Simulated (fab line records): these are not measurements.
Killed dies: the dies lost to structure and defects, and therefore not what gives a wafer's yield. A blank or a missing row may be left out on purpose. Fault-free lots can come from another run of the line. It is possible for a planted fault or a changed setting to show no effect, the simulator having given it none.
Struck lot and sound lot, side by side ; flow sky130 ; 15 steps out of a route of 708
Sound: the wafers L752.2, L752.4, L752.5. Wafers struck: L768.2, L768.4, L768.5. The cause is named last.
For every step that has rows: the tool of each side, followed by ch and its chambers, followed by its first start. Under that, the readings that differ: sound wafers ; struck wafers ; difference of the means ; sigmas: that difference in standard deviations of wafers without a fault.
alike: words and numbers the same on both sides, and readings whose means are apart by under 2 such deviations; not compared: readings that were withheld, readings missing a value for some wafer, numbers with overlapping values and no deviation given by the record, and bounds like >300 which may hide the same value.
The two part at a step that has a row with sigmas, a row that says differs or no value, or rows on one side only. Non-overlapping numbers with no deviation appear without sigmas and do not part them. A reading missing from all wafers of one side parts the sides only when that side holds two or more wafers.

first, 7 steps without rows for these wafers: SKY_METAL3_HMDS_06 (prime time 60 s); SKY_METAL3_COAT_07 (resist thk 60 nm); SKY_METAL3_COAT_08 (resist thk 1140 nm); SKY_METAL3_SOFTBAKE_09 (time 90 s); SKY_METAL3_EXPOSE_10 (exposes mask MM3, target cd 300 nm); SKY_METAL3_PEB_11; SKY_METAL3_DEVELOP_12 (develop time 60 s).
SKY_METAL3_CD_MEAS_13: the cd target is 300 nm.
  struck on cd sem-02, day 43 12:31; sound on cd sem-01, day 38 21:41
  alike: cd nm
SKY_METAL3_OVL_MEAS_14:
  struck on overlay-02, day 43 12:37; sound on overlay-01, day 38 21:47
  alike: METAL3_OVL
SKY_METAL3_DESCUM_15: chemistry O2, time 8 s.
  sound on rie metal-01 ch 1, day 38 21:49; struck on rie metal-01 ch 0,1, day 43 12:38
  alike: drypump motor current A, oes product au
  not compared: rf hours counter h
SKY_METAL3_ETCH_16: etches BARC in N2/H2, stops on SiO2, time 88.2 s, target depth 60 nm.
  sound on rie metal-01 ch 1, day 38 21:55; struck on rie metal-01 ch 0,1, day 43 12:40
  alike: bias w, chamber pressure mTorr, drypump motor current A, oes product au, throttle valve pct
  not compared: rf hours counter h
SKY_METAL3_ETCH_17: etches SiO2 in C4F8/O2/Ar, stops on TiN, time 3.707 s, target depth 15 nm.
  sound on rie diel-04 ch 1,2, day 38 22:04; struck on rie diel-04 ch 1,2, day 43 12:46
  alike: bias w, chamber pressure mTorr, oes product au
  not compared: rf hours counter h
SKY_METAL3_METAL_ETCH_18: etches the open film in Cl2/BCl3, stops on SiO2, target depth 845 nm, time 183.1 s.
  sound on rie metal-04 ch 0,1, day 38 22:05; struck on rie metal-02 ch 1, day 43 12:47
  no value came back on the struck wafers for any of 5 readings (bcl3 flow sccm (sccm), bias w (W) and others); on the sound wafers bcl3 flow sccm (sccm) reads 29.90 29.78 29.84
reading;sound;struck;difference;sigmas
model.KrF-thick_of_METAL3_COAT_08.thk nm (nm);525.3 529.1 529;1078 1077 1076;+549;
model.SiO2_of_VIA2_HDPCVD_00.thk nm (nm);453.2 453.3 453.1;478.6 479.7 478.1;+25.6;
  not compared: rf hours counter h
SKY_METAL3_STRIP_19: strips in O2/N2.
  sound on plasma asher-04 ch 0,1, day 38 22:16; struck on plasma asher-04 ch 0,1, day 43 12:58
reading;sound;struck;difference;sigmas
oes product au (a.u.);0.502 0.499 0.504;0.707 0.713 0.711;+0.209;+38
strip time to endpoint s (s);6.52 6.56 6.56;11.87 11.86 11.87;+5.32;+60
  alike: drypump motor current A
  not compared: rf hours counter h
then, 1 step without rows for these wafers: SKY_METAL3_STRIP_20 (strips in post etch residue remover, time 1200 s).

## WHERE THEY PART
First at SKY_METAL3_METAL_ETCH_18; last, within this record, at SKY_METAL3_STRIP_19.

WHY: what the simulator had put in
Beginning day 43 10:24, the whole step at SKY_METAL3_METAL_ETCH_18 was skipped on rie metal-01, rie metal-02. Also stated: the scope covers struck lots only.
